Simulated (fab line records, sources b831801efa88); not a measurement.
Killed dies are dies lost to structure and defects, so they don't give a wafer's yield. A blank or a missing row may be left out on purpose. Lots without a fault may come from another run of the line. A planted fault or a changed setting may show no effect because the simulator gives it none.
Which tool did it? | flow gf180mcu | 14 lots, 42 wafers sampled, at 2 steps of a route of 602

WHAT THE GAUGES READ, wafer by wafer
GF_V2_THK_MEAS_03. Usual: V2_CVD_02_THK 850 nm, standard deviation 10.
lot  | measured     | on            | V2_CVD_02_THK (nm) | flag
L686 | day 20 02:15 | film_metro-02 | 848 837 841        |
L687 | day 20 09:15 | film_metro-04 | 844 843 850        |
L688 | day 20 17:11 | film_metro-02 | 846 852 837        |
L689 | day 21 01:27 | film_metro-01 | 844 857 876        |
L691 | day 21 17:38 | film_metro-02 | 840 842 854        |
L692 | day 22 08:15 | film_metro-01 | 844 849 858        |
L698 | day 24 08:49 | film_metro-01 | 855 863 863        |
L699 | day 24 14:34 | film_metro-02 | 844 853 838        |
L703 | day 25 20:52 | film_metro-02 | 836 838 856        |
L704 | day 26 04:56 | film_metro-01 | 848 837 858        |
L705 | day 26 10:13 | film_metro-02 | 840 831 849        |
L706 | day 27 00:20 | film_metro-02 | 847 849 855        |
L707 | day 27 03:06 | film_metro-02 | 838 854 851        |
L709 | day 27 14:38 | film_metro-04 | 836 837 850        |

GF_V2_CD_MEAS_14: target cd 260 nm. Usual: cd_nm 259.7 nm, standard deviation 1.
lot  | measured     | on        | cd_nm (nm)        | flag
L686 | day 21 02:52 | cd_sem-01 | 260.9 259.2 260.5 |
L687 | day 21 10:22 | cd_sem-01 | 259.1 259.5 259.1 |
L688 | day 21 18:19 | cd_sem-02 | 257.8 259.5 259.2 |
L689 | day 22 02:01 | cd_sem-01 | 260.9 259.5 260.3 |
L691 | day 22 17:56 | cd_sem-02 | 260.0 260.6 260.7 |
L692 | day 23 07:49 | cd_sem-01 | 258.4 258.6 258.8 |
L698 | day 25 06:22 | cd_sem-02 | 259.5 259.8 259.0 |
L699 | day 25 13:38 | cd_sem-01 | 261.3 260.6 261.4 |
L703 | day 26 18:35 | cd_sem-01 | 260.5 260.0 260.6 |
L704 | day 27 02:46 | cd_sem-01 | 260.4 260.6 259.9 |
L705 | day 27 07:44 | cd_sem-02 | 260.0 259.4 258.9 |
L706 | day 27 20:44 | cd_sem-02 | 259.0 258.8 259.5 |
L707 | day 28 00:17 | cd_sem-02 | 259.3 259.8 260.5 |
L709 | day 28 10:33 | cd_sem-02 | 261.0 260.8 260.6 |

WHICH TOOL RAN EACH LOT (tool, then ch and the chambers of the sampled wafers, then the start)
The record holds no process step before these readings.

WHAT THE TOOLS THEMSELVES READ (means of the sampled wafers that have a number; where no wafer has one, the mark that the record gives instead)
The record holds no such reading with a usual standard deviation.

THE ANSWER, worked out from the rows above alone
Rule: a lot is off if the mean of its wafers that have a number lies more than 3 standard deviations from the usual mean. A lot without any number at a reading at which 4 lots or more have one is off too. The other lots that the step has rows for count as sound. The gauges are gone through in route order, then the tools' own readings, and for those a lot's mean is taken as printed above. The first step at which some lot is off is used, and at that step the reading that is off furthest; a lot without a number counts as furthest.
No lot is off at any reading shown: from this, nothing can be told.

WHAT THE SIMULATOR HAD PUT IN
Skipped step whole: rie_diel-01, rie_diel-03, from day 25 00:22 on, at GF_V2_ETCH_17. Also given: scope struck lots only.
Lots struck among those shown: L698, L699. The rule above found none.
